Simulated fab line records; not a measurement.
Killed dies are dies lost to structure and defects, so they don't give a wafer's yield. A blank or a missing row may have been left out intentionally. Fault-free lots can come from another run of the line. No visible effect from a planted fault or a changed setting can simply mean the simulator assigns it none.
A lot that was struck, set against a sound lot / flow gf180mcu / 23 out of 602 route steps
Sound: wafers L684.2, L684.3, L684.6. Struck: wafer L689.3; the same lot's L689.4 was not struck, so it is left out; see the end for the cause.
At each step with rows: each side's tool, then ch and its chambers, then its first start. Under that, the readings that differ: sound wafers / struck wafers / difference of the means / sigmas: that difference in standard deviations of wafers without a fault.
alike: readings whose means differ by less than 2 such deviations, and words and numbers that are the same on both sides. not compared: withheld readings, readings that some wafer has no value for, bounds like >300 that may hide the same value, and numbers for which the record gives no deviation and whose values overlap.
Wherever a step has rows on one side only, a row that says differs or no value, or a row with sigmas, the two part there. Numbers that don't overlap but have no deviation are shown without sigmas and don't part them. Lack of a reading on every wafer of one side parts them only where that side has two or more wafers.

first, 4 steps without rows for these wafers: GF_NSD_SOFTBAKE_03 (time 60 s); GF_NSD_EXPOSE_04 (exposes mask Nplus, target cd 400 nm); GF_NSD_PEB_05; GF_NSD_DEVELOP_06 (develop time 60 s).
GF_NSD_CD_MEAS_07 targets a cd of 400 nm.
  sound: cd_sem-02 at day 16 06:40; struck: cd_sem-01 at day 17 18:17
  alike: cd_nm
GF_NSD_OVL_MEAS_08:
  sound: overlay-02 at day 16 06:47; struck: overlay-01 at day 17 18:23
  alike: NSD_OVL
then, 2 steps without rows for these wafers: GF_NSD_IMPLANT_09; GF_NSD_IMPLANT_10.
GF_NSD_STRIP_11: strips in O2/N2.
  sound on plasma_asher-02 ch 0,1, day 16 07:07; struck on plasma_asher-02 ch 0, day 17 18:44
  alike: drypump_motor_current_A, heater_power_w, oes_product_au, strip_time_to_endpoint_s
  not compared: rf_hours_counter_h
GF_NSD_TW_MEAS_12:
  sound: film_metro-02 at day 16 07:13; struck: film_metro-01 at day 17 18:50
  alike: NSD_TW
then, 2 steps without rows for these wafers: GF_PSD_DEHYDRATE_00 (time 60 s); GF_PSD_HMDS_01 (prime time 60 s).
GF_PSD_COAT_02: resist thk 1000 nm.
  sound on litho_track-04 ch 0, day 16 18:16; struck on litho_track-04 ch 0, day 18 06:03
reading=model.NOVOLAK_of_PSD_COAT_02.thk_nm (nm); sound=1004 1002 1003; struck=1087; difference=+84; sigmas=
then, 3 steps without rows for these wafers: GF_PSD_SOFTBAKE_03 (time 60 s); GF_PSD_EXPOSE_04 (exposes mask Pplus, target cd 400 nm); GF_PSD_PEB_05.
GF_PSD_DEVELOP_06: develop time 60 s.
  sound on litho_track-03 ch 0, day 17 05:25; struck on litho_track-02 ch 0, day 18 17:47
reading=model.NOVOLAK_of_PSD_COAT_02.thk_nm (nm); sound=1003 1002 1003; struck=1086; difference=+83; sigmas=
GF_PSD_CD_MEAS_07 targets a cd of 400 nm.
  sound: cd_sem-02 at day 17 05:34; struck: cd_sem-02 at day 18 18:00
  alike: cd_nm
GF_PSD_OVL_MEAS_08:
  sound: overlay-01 at day 17 05:40; struck: overlay-01 at day 18 18:05
reading=PSD_OVL (nm); sound=-2.6 -2.3 -1.9; struck=2.2; difference=+4.5; sigmas=+3
then, 1 step without rows for these wafers: GF_PSD_IMPLANT_09.
GF_PSD_STRIP_10: strips in O2/N2.
  sound on plasma_asher-03 ch 0, day 17 05:50; struck on plasma_asher-04 ch 0, day 18 18:18
reading=oes_product_au (a.u.); sound=0.591 0.592 0.596; struck=0.603; difference=+0.010; sigmas=+2
reading=strip_time_to_endpoint_s (s); sound=16.58 16.53 16.57; struck=17.50; difference=+0.94; sigmas=+28
  alike: drypump_motor_current_A, heater_power_w
  not compared: rf_hours_counter_h
GF_PSD_TW_MEAS_11:
  sound: film_metro-01 at day 17 05:57; struck: film_metro-02 at day 18 18:23
  alike: PSD_TW
GF_PASSIVATION_PROBE_99:
  the record holds rows for the sound wafers here (prober-01, day 31 13:37) but none for the struck ones

WHERE THEY PART
Earliest at GF_PSD_OVL_MEAS_08; latest, in this record, at GF_PASSIVATION_PROBE_99.

WHY: what the simulator had put in
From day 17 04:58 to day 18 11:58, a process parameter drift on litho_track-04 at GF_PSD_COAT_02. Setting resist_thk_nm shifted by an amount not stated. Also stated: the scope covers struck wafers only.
